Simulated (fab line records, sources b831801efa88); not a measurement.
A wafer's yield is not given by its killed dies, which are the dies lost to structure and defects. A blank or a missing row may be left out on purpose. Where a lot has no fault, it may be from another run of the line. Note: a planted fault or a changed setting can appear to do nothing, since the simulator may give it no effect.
fab line records | flow sky130
record lots=6 wafers=18 last-day=50
route steps=708 shown VIA2@525 METAL3@532 CAPM@537 PAD_OPEN@708
lots that met no fault: taken from a fault-free run of the same line
start-h: start of the lot's first displayed wafer, in hours after the record's first day | wait-h: hours elapsed since this lot's preceding step | " same as the row above | L1.1+2: a row that stands for several wafers | - either no value or no given start | * or withheld: withheld | < > ~ a bound
route shown NAME@n: NAME is a module with steps in the file, n the number in the route of the first one | usual: mean/standard deviation taken from wafers without a fault | same: alike in all rows | chamber/n: place in a boat | sites: each site's reading | _std_site: how widely they spread, as a standard deviation | _edge_site: outer sites' mean less inner sites' | radius-mm: for every site, how far away it sits from the centre of the wafer | mask NAME#n: copy n | behind: the last tool/chamber to shape the wafer | hold: why the lot went on hold/how many hours it stayed there/how the hold came to an end | device: names the non-switching transistor (n, p or np) | end of line: the route-end tests of the same wafers | a step with no rows: only its recipe | killed: count of dies lost to structure and defects at first sort (not the wafer's yield) | map: a wafer's dies, marking killed ones x, the rest . and places with no die _
set.NAME: the setting the step ran with; set.NAME@STEP: the setting that earlier step ran with | model.NAME: the simulator's own value behind a step, which no gauge read
lots at selected steps of the route; one table per step, one row per wafer
services: a tool's chamber out of use, with start hour (start-h, from the record's first day; less than 0 if before it), hours out, and reason
## steps
# step SKY_VIA2_CLEAN_18
# recipe chemistry=IPA time-s=180 temp-c=25
# step SKY_VIA2_CLEAN_19
# recipe chemistry=O3/DIW dry=n2-spin
# step SKY_VIA2_SPUTTER_20
# recipe material=TiN target-thk-nm=20 chamber-pressure-pa=5 power-w=4000 time-s=80
# step SKY_VIA2_CVD_21
# recipe material=W target-thk-nm=420 time-s=126.4 temp-c=400 pressure-torr=40
# step SKY_VIA2_RS_MEAS_22
# recipe thk-meas-gauge=four-point-probe reads=W_of_VIA2_CVD_21+TiN_of_VIA2_SPUTTER_20
# usual VIA2_W_RS=0.271/0.004
# columns lot.wafer tool chamber start-h wait-h VIA2_W_RS[ohm/sq]
L214.3 film-metro-02 - 858.08 0.1 0.268
L214.5 " - " " 0.274
L214.6 " - " " 0.273
L215.1 film-metro-02 - 872.02 0.1 0.267
L215.2 " - " " 0.275
L215.3 " - " " 0.274
L224.4 film-metro-03 - 983.06 0.1 0.273
L224.5 " - " " 0.275
L224.6 " - " " 0.273
L225.2 film-metro-02 - 983.67 0.1 0.274
L225.4 " - " " 0.275
L225.5 " - " " 0.274
L230.2 film-metro-03 - 993.56 0.1 0.271
L230.4 " - " " 0.272
L230.5 " - " " 0.271
L231.1 film-metro-04 - 998.49 0.1 0.271
L231.3 " - " " 0.269
L231.5 " - " " 0.272
# step SKY_VIA2_THK_MEAS_23
# recipe thk-meas-gauge=xrf reads=W_of_VIA2_CVD_21
# usual VIA2_W_THK=425/8.5
# columns lot.wafer tool chamber start-h wait-h VIA2_W_THK[nm]
L214.3 film-metro-02 - 858.18 0.1 422
L214.5 " - " " 414
L214.6 " - " " 416
L215.1 film-metro-02 - 872.14 0.1 425
L215.2 " - " " 418
L215.3 " - " " 418
L224.4 film-metro-03 - 983.15 0.1 431
L224.5 " - " " 425
L224.6 " - " " 428
L225.2 film-metro-02 - 983.78 0.1 416
L225.4 " - " " 411
L225.5 " - " " 414
L230.2 film-metro-03 - 993.67 0.1 435
L230.4 " - " " 432
L230.5 " - " " 430
L231.1 film-metro-04 - 998.61 0.1 422
L231.3 " - " " 422
L231.5 " - " " 420
# step SKY_VIA2_CMP_24
# recipe stop-on=SiO2 t-overpolish-s=20 down-force-psi=3.5 platen-rpm=60 target-thk-nm=0 pad-velocity-m-s=0.94248
# usual motor-current-A=11.9/1 overpolish-run-s=19.998/0.0096 time-to-endpoint-s=100/4.8
# columns lot.wafer tool chamber start-h wait-h motor-current-A overpolish-run-s time-to-endpoint-s
L214.3 cmp-02 0 858.37 0.2 13.0 19.997 100
L214.6 " 1 " " 11.5 19.999 105
L214.5 " 2 " " 10.3 20.000 104
L215.2 cmp-01 1 872.20 0.0 12.7 19.999 98
L215.3 " 2 " " 12.4 19.991 102
L215.1 " 0 " " 13.3 20.001 96
L224.4 cmp-02 2 983.28 0.1 10.9 20.012 106
L224.6 " 0 " " 13.4 20.013 94
L224.5 " 1 " " 11.3 20.010 99
L225.4 cmp-01 3 983.88 0.1 11.3 19.988 95
L225.2 " 0 " " 12.4 19.995 92
L225.5 " 3 " " 10.9 19.991 96
L230.4 cmp-01 1 993.72 0.0 13.4 20.006 102
L230.2 " 2 " " 12.1 19.985 106
L230.5 " 2 " " 12.2 19.992 106
L231.3 cmp-02 0 998.77 0.1 12.7 20.001 105
L231.1 " 1 " " 11.7 20.007 108
L231.5 " 2 " " 10.5 20.002 107
# step SKY_METAL3_SPUTTER_00
# recipe material=Ti target-thk-nm=15 power-w=3000 time-s=10 chamber-pressure-pa=0.4
# step SKY_METAL3_SPUTTER_01
# recipe material=TiN target-thk-nm=20 power-w=6500 time-s=16.7 chamber-pressure-pa=0.4
# step SKY_METAL3_SPUTTER_02
# recipe material=AlCu target-thk-nm=735 power-w=10600 time-s=39.1 chamber-pressure-pa=0.4
# usual chamber-pressure-pa=0.4000/0.00084 throttle-valve-pct=29.6/1.1
# columns lot.wafer tool chamber start-h wait-h chamber-pressure-pa throttle-valve-pct
L214.3 pvd-sputter-01 - 858.57 0.0 0.3997 27.4
L214.5 " - " " 0.4011 30.4
L214.6 " - " " 0.3990 27.5
L215.1 pvd-sputter-04 - 872.55 0.0 0.4004 29.0
L215.2 " - " " 0.4004 30.0
L215.3 " - " " 0.3990 30.1
L224.4 pvd-sputter-02 - 983.53 0.0 0.4022 28.9
L224.5 " - " " 0.4000 30.5
L224.6 " - " " 0.4000 30.6
L225.2 pvd-sputter-04 - 984.18 0.0 0.4009 31.2
L225.4 " - " " 0.4018 30.0
L225.5 " - " " 0.4001 31.0
L230.2 pvd-sputter-01 - 994.06 0.0 0.3994 30.1
L230.4 " - " " 0.4007 27.3
L230.5 " - " " 0.4002 29.5
L231.1 pvd-sputter-01 - 999.02 0.0 0.4009 28.4
L231.3 " - " " 0.3992 29.9
L231.5 " - " " 0.3990 28.1
# step SKY_METAL3_SPUTTER_03
# recipe material=Ti target-thk-nm=5 power-w=3000 time-s=3.3 chamber-pressure-pa=0.4
# usual chamber-pressure-pa=0.4000/0.00078 throttle-valve-pct=29.6/1
# columns lot.wafer tool chamber start-h wait-h chamber-pressure-pa throttle-valve-pct
L214.3 pvd-sputter-01 - 858.61 0.0 0.4007 27.4
L214.5 " - " " 0.4011 30.4
L214.6 " - " " 0.4004 27.5
L215.1 pvd-sputter-04 - 872.59 0.0 0.4004 29.0
L215.2 " - " " 0.3997 29.9
L215.3 " - " " 0.4010 30.0
L224.4 pvd-sputter-02 - 983.57 0.0 0.4011 29.2
L224.5 " - " " 0.4002 30.5
L224.6 " - " " 0.3999 30.9
L225.2 pvd-sputter-04 - 984.22 0.0 0.4012 30.9
L225.4 " - " " 0.4001 29.9
L225.5 " - " " 0.4012 31.0
L230.2 pvd-sputter-01 - 994.10 0.0 0.4004 30.1
L230.4 " - " " 0.4011 27.3
L230.5 " - " " 0.3983 29.4
L231.1 pvd-sputter-01 - 999.06 0.0 0.4001 28.1
L231.3 " - " " 0.3997 29.7
L231.5 " - " " 0.4011 27.9
# step SKY_METAL3_SPUTTER_04
# recipe material=TiN target-thk-nm=70 power-w=6500 time-s=58.3 chamber-pressure-pa=0.4
# usual chamber-pressure-pa=0.4000/0.00073 throttle-valve-pct=29.6/1
# columns lot.wafer tool chamber start-h wait-h chamber-pressure-pa throttle-valve-pct
L214.3 pvd-sputter-01 - 858.62 0.0 0.3987 27.4
L214.5 " - " " 0.3987 30.0
L214.6 " - " " 0.3991 27.4
L215.1 pvd-sputter-04 - 872.60 0.0 0.3986 28.8
L215.2 " - " " 0.4000 29.7
L215.3 " - " " 0.3998 30.0
L224.4 pvd-sputter-02 - 983.59 0.0 0.3997 29.2
L224.5 " - " " 0.3993 30.4
L224.6 " - " " 0.4010 30.9
L225.2 pvd-sputter-04 - 984.24 0.0 0.4004 30.9
L225.4 " - " " 0.4002 29.9
L225.5 " - " " 0.3993 31.2
L230.2 pvd-sputter-01 - 994.12 0.0 0.3998 30.1
L230.4 " - " " 0.4004 27.4
L230.5 " - " " 0.4007 29.4
L231.1 pvd-sputter-01 - 999.07 0.0 0.3991 28.1
L231.3 " - " " 0.4003 29.7
L231.5 " - " " 0.3997 28.3
# step SKY_CAPM_CVD_00
# recipe material=SiO2 target-thk-nm=15.5 temp-c=400 time-s=withheld rf-w=450
# usual heater-power-w=678/58
# columns lot.wafer tool chamber start-h wait-h heater-power-w model.SiO2_of_CAPM_CVD_00.thk-nm
L214.3 pecvd-03 2 858.67 0.0 650 19.66
L214.5 " 0 " " 645 19.65
L214.6 " 2 " " 640 20.02
L215.1 pecvd-03 0 872.65 0.0 651 19.52
L215.2 " 2 " " 762 19.72
L215.3 " 1 " " 736 19.68
L224.4 pecvd-02 1 983.65 0.0 663 15.65
L224.5 " 2 " " 554 15.62
L224.6 " 0 " " 776 15.62
L225.2 pecvd-01 0 984.28 0.0 694 15.35
L225.4 " 1 " " 739 15.75
L225.5 " 0 " " 706 15.67
L230.2 pecvd-03 2 994.17 0.0 740 15.64
L230.4 " 2 " " 698 15.78
L230.5 " 0 " " 658 15.94
L231.1 pecvd-01 1 999.12 0.0 733 15.26
L231.3 " 2 " " 628 15.47
L231.5 " 2 " " 611 15.71
# step SKY_CAPM_THK_MEAS_01
# recipe reads=SiO2_of_CAPM_CVD_00
# usual CAPM_CVD_00_THK=15.61/0.21
# columns lot.wafer tool chamber start-h wait-h CAPM_CVD_00_THK[nm]
L214.3 film-metro-02 - 858.71 - 19.70
L214.5 " - " " 19.61
L214.6 " - " " 20.03
L215.1 film-metro-01 - 872.67 - 19.53
L215.2 " - " " 19.71
L215.3 " - " " 19.71
L224.4 film-metro-01 - 983.70 - 15.64
L224.5 " - " " 15.65
L224.6 " - " " 15.59
L225.2 film-metro-02 - 984.32 - 15.34
L225.4 " - " " 15.77
L225.5 " - " " 15.67
L230.2 film-metro-01 - 994.20 - 15.60
L230.4 " - " " 15.72
L230.5 " - " " 15.93
L231.1 film-metro-01 - 999.15 - 15.27
L231.3 " - " " 15.48
L231.5 " - " " 15.79
# step SKY_CAPM_SPUTTER_02
# recipe material=TiN target-thk-nm=200 temp-c=300 power-w=6500 time-s=166.7 chamber-pressure-pa=0.4
# usual chamber-pressure-pa=0.3999/0.0008 throttle-valve-pct=29.8/0.88
# columns lot.wafer tool chamber start-h wait-h chamber-pressure-pa throttle-valve-pct
L214.3 pvd-sputter-03 - 858.75 0.0 0.4005 28.5
L214.5 " - " " 0.3999 29.3
L214.6 " - " " 0.3996 31.0
L215.1 pvd-sputter-03 - 872.73 0.1 0.3998 29.5
L215.2 " - " " 0.3988 28.6
L215.3 " - " " 0.4006 30.0
L224.4 pvd-sputter-03 - 983.73 0.0 0.4001 31.2
L224.5 " - " " 0.3988 28.5
L224.6 " - " " 0.4000 29.3
L225.2 pvd-sputter-03 - 984.37 0.0 0.4009 29.9
L225.4 " - " " 0.4009 29.6
L225.5 " - " " 0.4006 31.3
L230.2 pvd-sputter-04 - 994.25 0.0 0.3992 31.1
L230.4 " - " " 0.3994 29.8
L230.5 " - " " 0.3989 28.8
L231.1 pvd-sputter-04 - 999.21 0.1 0.3998 30.1
L231.3 " - " " 0.3991 31.2
L231.5 " - " " 0.4003 30.2
# step SKY_CAPM_RS_MEAS_03
# recipe thk-meas-gauge=four-point-probe reads=TiN_of_CAPM_SPUTTER_02
# usual CAPM_TIN_RS=6.95/0.074
# columns lot.wafer tool chamber start-h wait-h CAPM_TIN_RS[ohm/sq]
L214.3 film-metro-02 - 858.90 0.1 6.99
L214.5 " - " " 7.00
L214.6 " - " " 7.00
L215.1 film-metro-02 - 872.84 0.1 7.03
L215.2 " - " " 6.99
L215.3 " - " " 6.97
L224.4 film-metro-01 - 983.90 0.1 6.86
L224.5 " - " " 6.91
L224.6 " - " " 6.88
L225.2 film-metro-01 - 984.50 0.1 6.90
L225.4 " - " " 6.96
L225.5 " - " " 6.92
L230.2 film-metro-04 - 994.38 0.1 6.88
L230.4 " - " " 6.99
L230.5 " - " " 6.95
L231.1 film-metro-02 - 999.31 0.1 7.19
L231.3 " - " " 7.04
L231.5 " - " " 7.13
# step SKY_CAPM_THK_MEAS_04
# recipe thk-meas-gauge=xrf reads=TiN_of_CAPM_SPUTTER_02
# usual CAPM_TIN_THK=199.5/2.4
# columns lot.wafer tool chamber start-h wait-h CAPM_TIN_THK[nm]
L214.3 film-metro-02 - 859.00 0.1 197.6
L214.5 " - " " 197.3
L214.6 " - " " 196.7
L215.1 film-metro-02 - 872.96 0.1 197.9
L215.2 " - " " 198.0
L215.3 " - " " 198.6
L224.4 film-metro-01 - 983.99 0.1 204.2
L224.5 " - " " 202.8
L224.6 " - " " 202.7
L225.2 film-metro-01 - 984.61 0.1 202.5
L225.4 " - " " 201.0
L225.5 " - " " 201.2
L230.2 film-metro-04 - 994.49 0.1 201.1
L230.4 " - " " 198.5
L230.5 " - " " 200.2
L231.1 film-metro-02 - 999.43 0.1 192.2
L231.3 " - " " 196.8
L231.5 " - " " 195.0
# step SKY_CAPM_DEHYDRATE_05
# recipe temp-c=200 time-s=60
# step SKY_CAPM_HMDS_06
# recipe prime-time-s=60 prime-temp-c=120
# step SKY_CAPM_COAT_07
# recipe resist=NOVOLAK spin-rpm=3000 resist-thk-nm=1140
# step SKY_CAPM_SOFTBAKE_08
# recipe temp-c=90 time-s=60 resist=NOVOLAK
# step SKY_CAPM_EXPOSE_09
# recipe mask-id=CAPM na=0.6 source-shape=conventional sigma-outer=0.6 polarization=unpolarized target-cd-nm=1000 dose-mj=159
# step SKY_CAPM_PEB_10
# recipe temp-c=withheld time-s=* resist=NOVOLAK
# step SKY_CAPM_DEVELOP_11
# recipe resist=NOVOLAK developer=TMAH develop-time-s=60 dev-temp-c=23
# step SKY_CAPM_OVL_MEAS_12
# usual CAPM_OVL=1.6/1.7
# columns lot.wafer tool chamber start-h wait-h CAPM_OVL[nm]
L214.3 overlay-02 - 883.85 0.1 3.3
L214.5 " - " " 1.9
L214.6 " - " " 2.7
L215.1 overlay-02 - 898.74 0.1 -1.1
L215.2 " - " " 2.5
L215.3 " - " " 1.1
L224.4 overlay-02 - 1006.37 0.1 3.0
L224.5 " - " " 4.0
L224.6 " - " " 3.7
L225.2 overlay-01 - 1007.24 0.1 0.7
L225.4 " - " " 1.5
L225.5 " - " " 1.4
L230.2 overlay-01 - 1016.31 0.1 0.2
L230.4 " - " " -0.3
L230.5 " - " " 0.3
L231.1 overlay-02 - 1021.79 0.1 1.1
L231.3 " - " " -0.4
L231.5 " - " " 0.0
# step SKY_CAPM_METAL_ETCH_13
# recipe target-depth-nm=220 stop-on=SiO2 chemistry=Cl2/BCl3 target=TiN pressure-mtorr=10 icp-w=900 bias-w=48.5 Cl2_flow_sccm=60 bcl3-flow-sccm=30 time-s=62.9
# step SKY_CAPM_STRIP_14
# recipe chemistry=O2/N2 power-w=1400 pressure-mtorr=1500 platen-temp-c=withheld o2-flow-sccm=3000 n2-flow-sccm=300 overash-fraction=0.5
# step SKY_CAPM_STRIP_15
# recipe chemistry=post-etch-residue-remover time-s=1200 temp-c=72.5
# step SKY_CAPM_CLEAN_16
# recipe chemistry=IPA time-s=180 temp-c=25
# step SKY_CAPM_CLEAN_17
# recipe chemistry=O3/DIW dry=n2-spin
# step SKY_METAL3_DEHYDRATE_05
# recipe temp-c=200 time-s=60
# step SKY_METAL3_HMDS_06
# recipe prime-time-s=60 prime-temp-c=120
# step SKY_METAL3_COAT_07
# recipe resist=BARC temp-c=withheld time-s=withheld spin-rpm=3000 resist-thk-nm=60
# step SKY_METAL3_COAT_08
# recipe resist=KrF-thick spin-rpm=3000 resist-thk-nm=1140
# step SKY_METAL3_SOFTBAKE_09
# recipe temp-c=100 time-s=90 resist=KrF-thick
# step SKY_METAL3_EXPOSE_10
# recipe mask-id=MM3 na=0.68 source-shape=annular sigma-inner=0.4 sigma-outer=0.8 target-cd-nm=300 dose-mj=28
# step SKY_METAL3_PEB_11
# recipe peb-temp-c=withheld peb-time-s=withheld resist=KrF-thick
# step SKY_METAL3_DEVELOP_12
# recipe develop-time-s=60 resist=KrF-thick dev-temp-c=21
# step SKY_METAL3_CD_MEAS_13
# recipe target-cd-nm=300
# usual cd-nm=299.9/1.1
# columns lot.wafer tool chamber start-h wait-h cd-nm
L214.3 cd-sem-02 - 910.76 - 298.0
L214.5 " - " " 298.9
L214.6 " - " " 299.5
L215.1 cd-sem-02 - 924.79 - 300.5
L215.2 " - " " 301.4
L215.3 " - " " 301.0
L224.4 cd-sem-01 - 1030.25 - 299.0
L224.5 " - " " 300.0
L224.6 " - " " 300.0
L225.2 cd-sem-02 - 1030.86 - 300.6
L225.4 " - " " 299.8
L225.5 " - " " 300.1
L230.2 cd-sem-01 - 1039.71 - 301.7
L230.4 " - " " 299.9
L230.5 " - " " 300.8
L231.1 cd-sem-01 - 1045.34 - 299.5
L231.3 " - " " 300.4
L231.5 " - " " 299.0
# step SKY_METAL3_OVL_MEAS_14
# usual METAL3_OVL=1/5
# columns lot.wafer tool chamber start-h wait-h METAL3_OVL[nm]
L214.3 overlay-02 - 910.85 0.1 -3
L214.5 " - " " 5
L214.6 " - " " -4
L215.1 overlay-02 - 924.91 0.1 10
L215.2 " - " " 4
L215.3 " - " " 2
L224.4 overlay-01 - 1030.33 0.1 5
L224.5 " - " " 1
L224.6 " - " " 6
L225.2 overlay-02 - 1030.97 0.1 -1
L225.4 " - " " -3
L225.5 " - " " -5
L230.2 overlay-02 - 1039.82 0.1 2
L230.4 " - " " 3
L230.5 " - " " 3
L231.1 overlay-01 - 1045.46 0.1 -1
L231.3 " - " " 4
L231.5 " - " " 0
# step SKY_METAL3_DESCUM_15
# recipe chemistry=O2 source-power-w=150 bias-power-w=0 pressure-mtorr=10 temp-c=40 time-s=8
# step SKY_METAL3_ETCH_16
# recipe chemistry=N2/H2 target=BARC ion-energy-ev=200 bias-w=100 pressure-mtorr=30 n2-flow-sccm=100 h2-flow-sccm=200 icp-w=500 stop-on=SiO2 time-s=88.2 target-depth-a=600
# step SKY_METAL3_ETCH_17
# recipe target=SiO2 stop-on=TiN chemistry=C4F8/O2/Ar source-w=1500 bias-w=1200 pressure-mtorr=40 c4f8-flow-sccm=withheld O2_flow_sccm=6 Ar_flow_sccm=300 time-s=3.9 target-depth-a=150
# usual oes-product-au=0.757/0.0071
# columns lot.wafer tool chamber start-h wait-h oes-product-au rf-hours-counter-h model.etch.depth-nm
L214.3 rie-diel-01 1 911.01 0.0 0.858 22 19.66
L214.5 " 0 " " 0.861 - 19.65
L214.6 " 1 " " 0.861 - 20.02
L215.1 rie-diel-03 0 925.08 0.1 0.857 16 19.52
L215.2 " 1 " " 0.847 15 19.72
L215.3 " 3 " " 0.853 17 19.68
L224.4 rie-diel-03 3 1030.48 0.0 0.763 20 15.65
L224.5 " 2 " " 0.761 - 15.62
L224.6 " 3 " " 0.757 - 15.62
L225.2 rie-diel-03 0 1031.13 0.1 0.751 19 15.35
L225.4 " 3 " " 0.759 20 15.75
L225.5 " 2 " " 0.762 - 15.67
L230.2 rie-diel-03 3 1039.98 0.1 0.765 20 15.64
L230.4 " 2 " " 0.764 21 15.78
L230.5 " 1 " " 0.764 - 15.94
L231.1 rie-diel-02 1 1045.63 0.1 0.741 12 15.26
L231.3 " 3 " " 0.752 20 15.47
L231.5 " 1 " " 0.766 - 15.71
# step SKY_PAD_OPEN_PROBE_99
# usual defect-limited-yield=82.6/2 killed_at_M0_to_M3=43/7.3 killed_at_M4_up=3.4/1.7 killed-at-contacts=24/4.5 killed-at-front-end=16/4.4 killed-at-other=0.2/0.51 killed-dies=86/9.7 killed-open=46/6.6 killed-short=39/7.1
# same gross-dies=492 killed-at-back-side=0
# columns lot.wafer tool chamber start-h wait-h defect-limited-yield[%] killed_at_M0_to_M3 killed_at_M4_up killed-at-contacts killed-at-front-end killed-at-other killed-dies killed-open killed-short model.etest.tester.sort-n-pass model.etest.tester.sort_bin_5_pct model.etest.tester.sort-yield-pct model.etest.cap-mim.bv-v model.etest.cap-mim.leak-log10-a-cm2 model.etest.cap-mim.c-ff-um2 model.etest.tester.sort_bin_8_pct
L214.3 prober-01 - 1083.07 0.2 82.5 44 2 22 18 0 86 46 40 392 12.8 79.67 17.39 -9.831 1.849 3.001e-06
L214.5 prober-01 - 1083.17 0.2 83.7 41 2 28 9 0 80 45 35 405 10.77 82.32 17.59 -9.838 1.857 5.143e-09
L214.6 prober-01 - 1083.22 0.2 82.7 34 2 30 19 0 85 42 43 344 23.78 69.92 17.27 -9.867 1.806 5.315e-07
L215.1 prober-01 - 1095.07 0.1 83.1 41 1 22 18 1 83 57 25 409 9.959 83.13 18.04 -9.837 1.859 0
L215.2 prober-01 - 1095.12 0.1 83.7 43 4 21 12 0 80 47 33 396 12.8 80.49 17.23 -9.888 1.847 6.075e-07
L215.3 prober-01 - 1095.17 0.2 82.3 40 2 24 20 1 87 40 46 386 13.41 78.46 18.27 -9.915 1.846 4.23e-08
L225.2 prober-01 - 1179.01 0.1 81.3 45 3 23 21 0 92 51 38 400 11.18 81.3 13.61 -9.16 2.357 0
L225.4 prober-01 - 1179.11 0.2 80.5 49 3 27 17 0 96 55 40 396 11.38 80.49 14.62 -8.872 2.302 0
L225.5 prober-01 - 1179.16 0.2 79.5 49 4 30 18 0 101 63 38 391 13.41 79.47 13.69 -8.927 2.318 0
L224.4 prober-01 - 1180.61 0.2 81.7 37 1 26 25 1 90 41 49 402 12.2 81.71 13.48 -8.99 2.304 0
L224.5 prober-01 - 1180.66 0.2 81.9 50 0 23 16 0 89 52 37 403 10.16 81.91 13.69 -8.891 2.329 0
L224.6 prober-01 - 1180.71 0.2 79.5 57 1 25 18 0 101 54 47 391 12.4 79.47 13.99 -9.088 2.325 0
L230.2 prober-01 - 1186.44 0.1 83.3 44 4 20 13 1 82 45 37 410 11.38 83.33 14.07 -8.982 2.336 0
L230.4 prober-01 - 1186.54 0.2 84.1 39 5 19 15 0 78 40 38 414 12.6 84.15 14.59 -9.071 2.332 0
L230.5 prober-01 - 1186.59 0.2 84.3 36 6 21 14 0 77 37 40 415 11.18 84.35 14.21 -9.044 2.275 0
L231.1 prober-01 - 1190.90 0.1 80.9 49 7 19 19 0 94 49 45 398 11.79 80.89 13.66 -8.847 2.388 0
L231.3 prober-01 - 1191.00 0.2 77.2 60 3 30 18 1 112 52 59 380 12.6 77.24 13.78 -9.061 2.353 0
L231.5 prober-01 - 1191.10 0.2 80.7 53 5 18 19 0 95 46 48 397 11.18 80.69 13.97 -9.064 2.311 0
# killed by level:class
L214.3 VIA1:geometric-particle:open=11 CONTACT:geometric-particle:open=7 FIELD_ISO:geometric-particle:open=6 VIA3:geometric-particle:open=6 FIELD_ISO:geometric-particle:short=5 VIA1:geometric-particle:short=5 VIA2:geometric-particle:short=4 LI_CONTACT:geometric-particle:open=4
L214.5 CONTACT:geometric-particle:open=12 VIA1:geometric-particle:open=10 VIA3:geometric-particle:open=8 VIA2:geometric-particle:open=6 LOCAL_INTERCONNECT:geometric-particle:short=6 POLY_GATE:geometric-particle:short=5 CONTACT:geometric-particle:short=5 METAL1:geometric-particle:short=5
L214.6 CONTACT:geometric-particle:open=14 VIA1:geometric-particle:open=9 FIELD_ISO:geometric-particle:short=6 LI_CONTACT:geometric-particle:open=6 SONOS_ONO:geometric-particle:short=5 METAL1:geometric-particle:short=5 METAL2:geometric-particle:short=5 LOCAL_INTERCONNECT:geometric-particle:short=4
L215.1 VIA1:geometric-particle:open=12 VIA3:geometric-particle:open=12 CONTACT:geometric-particle:open=11 FIELD_ISO:geometric-particle:open=6 METAL2:geometric-particle:short=5 VIA2:geometric-particle:open=5 LI_CONTACT:geometric-particle:open=4 CONTACT:geometric-particle:short=4
L215.2 VIA1:geometric-particle:open=12 LI_CONTACT:geometric-particle:open=8 VIA3:geometric-particle:open=8 CONTACT:geometric-particle:short=6 METAL2:geometric-particle:short=5 VIA2:geometric-particle:open=5 POLY_GATE:geometric-particle:short=4 SPACER:geometric-particle:open=4
L215.3 VIA3:geometric-particle:open=10 CONTACT:geometric-particle:open=7 POLY_GATE:geometric-particle:short=6 METAL1:geometric-particle:short=6 VIA1:geometric-particle:open=6 FIELD_ISO:geometric-particle:short=5 FIELD_ISO:geometric-particle:open=5 LI_CONTACT:geometric-particle:open=5
L225.2 VIA1:geometric-particle:open=13 CONTACT:geometric-particle:open=11 METAL2:geometric-particle:short=8 VIA1:geometric-particle:short=7 FIELD_ISO:geometric-particle:open=6 VIA2:geometric-particle:open=5 LOCAL_INTERCONNECT:geometric-particle:short=4 VIA3:geometric-particle:open=4
L225.4 VIA1:geometric-particle:open=11 CONTACT:geometric-particle:open=9 FIELD_ISO:geometric-particle:open=7 METAL2:geometric-particle:short=6 LI_CONTACT:geometric-particle:open=6 VIA2:geometric-particle:short=6 VIA2:geometric-particle:open=6 VIA3:geometric-particle:open=6
L225.5 VIA1:geometric-particle:open=17 CONTACT:geometric-particle:open=11 CONTACT:geometric-particle:short=8 VIA1:geometric-particle:short=7 FIELD_ISO:geometric-particle:open=6 POLY_GATE:geometric-particle:open=6 LI_CONTACT:geometric-particle:open=6 VIA3:geometric-particle:short=6
L224.4 LI_CONTACT:geometric-particle:open=10 VIA1:geometric-particle:open=10 FIELD_ISO:geometric-particle:short=9 LOCAL_INTERCONNECT:geometric-particle:short=6 VIA1:geometric-particle:short=6 FIELD_ISO:geometric-particle:open=5 VIA2:geometric-particle:open=5 CONTACT:geometric-particle:short=4
L224.5 VIA1:geometric-particle:open=19 VIA2:geometric-particle:open=8 LI_CONTACT:geometric-particle:open=7 CONTACT:geometric-particle:open=7 METAL1:geometric-particle:short=7 VIA3:geometric-particle:short=5 POLY_GATE:geometric-particle:short=4 LI_CONTACT:geometric-particle:short=4
L224.6 CONTACT:geometric-particle:open=11 METAL1:geometric-particle:short=10 VIA1:geometric-particle:open=10 VIA3:geometric-particle:open=7 METAL2:geometric-particle:short=6 VIA2:geometric-particle:short=6 FIELD_ISO:geometric-particle:short=5 FIELD_ISO:geometric-particle:open=5
L230.2 VIA1:geometric-particle:open=12 VIA3:geometric-particle:open=10 CONTACT:geometric-particle:short=6 VIA2:geometric-particle:open=5 LI_CONTACT:geometric-particle:open=5 LOCAL_INTERCONNECT:geometric-particle:short=4 FIELD_ISO:geometric-particle:short=4 FIELD_ISO:geometric-particle:open=3
L230.4 CONTACT:geometric-particle:open=9 VIA2:geometric-particle:open=9 FIELD_ISO:geometric-particle:short=7 METAL2:geometric-particle:short=6 VIA1:geometric-particle:open=6 VIA3:geometric-particle:open=5 METAL1:geometric-particle:short=5 METAL4:geometric-particle:short=4
L230.5 VIA1:geometric-particle:open=13 LOCAL_INTERCONNECT:geometric-particle:short=7 VIA3:geometric-particle:open=6 METAL4:geometric-particle:short=6 CONTACT:geometric-particle:open=5 CONTACT:geometric-particle:short=4 METAL1:geometric-particle:short=4 VIA1:geometric-particle:short=4
L231.1 VIA2:geometric-particle:open=11 VIA1:geometric-particle:open=9 METAL2:geometric-particle:short=6 LI_CONTACT:geometric-particle:open=6 CONTACT:geometric-particle:open=6 FIELD_ISO:geometric-particle:short=4 POLY_GATE:geometric-particle:short=4 VIA1:geometric-particle:short=4
L231.3 VIA1:geometric-particle:open=16 CONTACT:geometric-particle:short=11 CONTACT:geometric-particle:open=11 METAL2:geometric-particle:short=9 VIA1:geometric-particle:short=9 VIA2:geometric-particle:open=6 POLY_CUT:geometric-particle:short=5 LI_CONTACT:geometric-particle:open=5
L231.5 VIA2:geometric-particle:open=13 LI_CONTACT:geometric-particle:open=8 POLY_GATE:geometric-particle:short=7 VIA1:geometric-particle:short=6 METAL2:geometric-particle:short=6 VIA2:geometric-particle:short=6 VIA3:geometric-particle:open=6 CONTACT:geometric-particle:open=5
## services
# columns tool chamber start-h hours kind
pvd-sputter-02 - 834.71 1.1 repair
cmp-01 - 871.74 0.4 repair
rie-diel-03 1 882.30 14.7 repair
cmp-01 - 886.63 3.1 repair
pvd-sputter-02 - 887.64 3.4 repair
pvd-sputter-01 - 890.77 4.1 repair
cmp-02 - 897.36 14.7 repair
pvd-sputter-02 - 904.31 11.8 repair
cmp-02 - 912.03 4.0 pm
cmp-01 - 916.25 5.6 pm
pvd-sputter-01 - 925.11 1.4 repair
cmp-01 - 933.27 1.8 repair
cmp-02 - 945.48 2.2 repair
rie-diel-03 3 946.18 9.8 repair
cmp-02 - 949.42 2.6 repair
pvd-sputter-04 - 984.55 0.5 repair
cmp-02 - 995.02 1.7 repair
pvd-sputter-03 - 995.72 0.8 repair
pvd-sputter-02 - 997.52 1.9 repair
pvd-sputter-03 - 998.51 4.1 repair
cmp-01 - 1001.38 1.8 repair
pvd-sputter-04 - 1027.12 3.1 repair
pvd-sputter-01 - 1028.70 2.3 repair
pvd-sputter-03 - 1030.25 5.6 repair
## key
first-sign step=SKY_CAPM_THK_MEAS_01 reading=CAPM_CVD_00_THK direction=up sigmas=19 usual=15.61 struck=19.71
effect step=SKY_METAL3_ETCH_17 reading=oes-product-au direction=up sigmas=14 usual=0.757 struck=0.856
model-effect step=SKY_CAPM_CVD_00 value=SiO2_of_CAPM_CVD_00.thk-nm without=15.48 struck=19.71
model-effect step=SKY_METAL3_ETCH_17 value=etch.depth-nm without=15.48 struck=19.71
model-effect step=SKY_PAD_OPEN_PROBE_99 value=etest.tester.sort-n-pass without=408.5 struck=388.7
met-at SKY_CAPM_CVD_00
struck-wafers L214.3,L214.5,L214.6,L215.1,L215.2,L215.3
fault kind=process-parameter-drift tool=pecvd-03 chamber=- onset-h=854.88 steps=SKY_CAPM_CVD_00 channel=time-s offset=withheld shape=step end-h=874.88 acts-in=*
